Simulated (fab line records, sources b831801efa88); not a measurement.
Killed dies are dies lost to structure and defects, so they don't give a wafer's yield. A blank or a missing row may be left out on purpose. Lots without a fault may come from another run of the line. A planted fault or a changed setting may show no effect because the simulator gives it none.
Problem report in the 8D (eight disciplines) form, filled by code | flow gf180mcu | the parts of the form that need people (team, actions taken, sign-off) are left out

1. THE PROBLEM
cd_nm at GF_TOP_METAL_CD_MEAS_14 reads a mean of 462.3 nm on 6 wafers of 2 lots; wafers without a fault read 440.2 nm with a standard deviation of 2.2. That is +10 standard deviations from the usual mean.
The step: target cd 440 nm.
First seen on wafer L761.2, day 33 17:49, on cd_sem-02. The record holds 36 wafers of 12 lots with a number at this step. Rule for "out", or "out of limits": more than 4 standard deviations from the usual mean. The other wafers with a number count as sound.

2. WHAT IT IS AND WHAT IT IS NOT
question                    | is                     | is not
which readings at this step | cd_nm                  | -
which lots                  | L761, L763             | L742, L745, L749, L750, L751, L753, L755, L758, L764, L765
which wafers of those lots  | all that have a number | -
read on which gauges        | cd_sem-02              | cd_sem-01
when                        | from day 33 17:49      | up to then (24 sound wafers); but 6 sound wafers of L764, L765 came after

3. SUSPECTS, AND WHAT RULES EACH OUT
Counting: a tool at a process step up to the reading stays a suspect if it ran every lot that is out and no sound lot after the first of them.
- the gauge at GF_TOP_METAL_CD_MEAS_14: ruled out. All the wafers that are out were read on cd_sem-02, but those of them that GF_TOP_METAL_EXPOSE_11 has rows for are out there too, on other tools.
- iline_stepper-02 at GF_TOP_METAL_EXPOSE_11 (exposes mask MetalTop, target cd 440 nm): kept. It ran every lot that is out, first L761 (day 33 09:56), and no sound lot after that; its last sound lot up to then is L758 (day 32 09:46). Its own readings are out on those wafers: exposure_dose_mJ_cm2.
Left after counting: iline_stepper-02 at GF_TOP_METAL_EXPOSE_11.

4. THE CAUSE (what the simulator had put in)
Process parameter drift: iline_stepper-02, from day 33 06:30 on, at GF_TOP_METAL_EXPOSE_11. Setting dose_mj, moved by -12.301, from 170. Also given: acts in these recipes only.
Counting left only this tool.

5. THE CHAIN OF EFFECTS, in route order
Each row: a reading whose mean over the struck wafers that have a number lies more than 3 standard deviations from the usual. Only readings for which the record gives a usual standard deviation are gone through. hours: the time from each lot's start at the first step in this table that gives one to its start at this step, as a median over the lots. sigmas: the change in usual standard deviations.
hours | step                    | reading              | usual    | on struck wafers | change | sigmas
0     | GF_TOP_METAL_EXPOSE_11  | exposure_dose_mJ_cm2 | 170.3    | 157.8            | -12.5  | -40
7     | GF_TOP_METAL_CD_MEAS_14 | cd_nm                | 440.2 nm | 462.3            | +22.1  | +10
The process steps in it:
- GF_TOP_METAL_EXPOSE_11: exposes mask MetalTop, target cd 440 nm.

6. WHAT WOULD HAVE CAUGHT IT SOONER
In this record the first reading out of limits at a measuring or inspecting step was taken at day 33 17:49, 11 hours after the fault began at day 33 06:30.
The tool's own readings at GF_TOP_METAL_EXPOSE_11 were out on every struck wafer that the step has a row for (exposure_dose_mJ_cm2): an alarm limit on them would have fired on the first of those.
All the lots that are out (2) had begun GF_TOP_METAL_EXPOSE_11 on iline_stepper-02 by day 33 17:49. A hold on the tool at that time would have spared none of them.
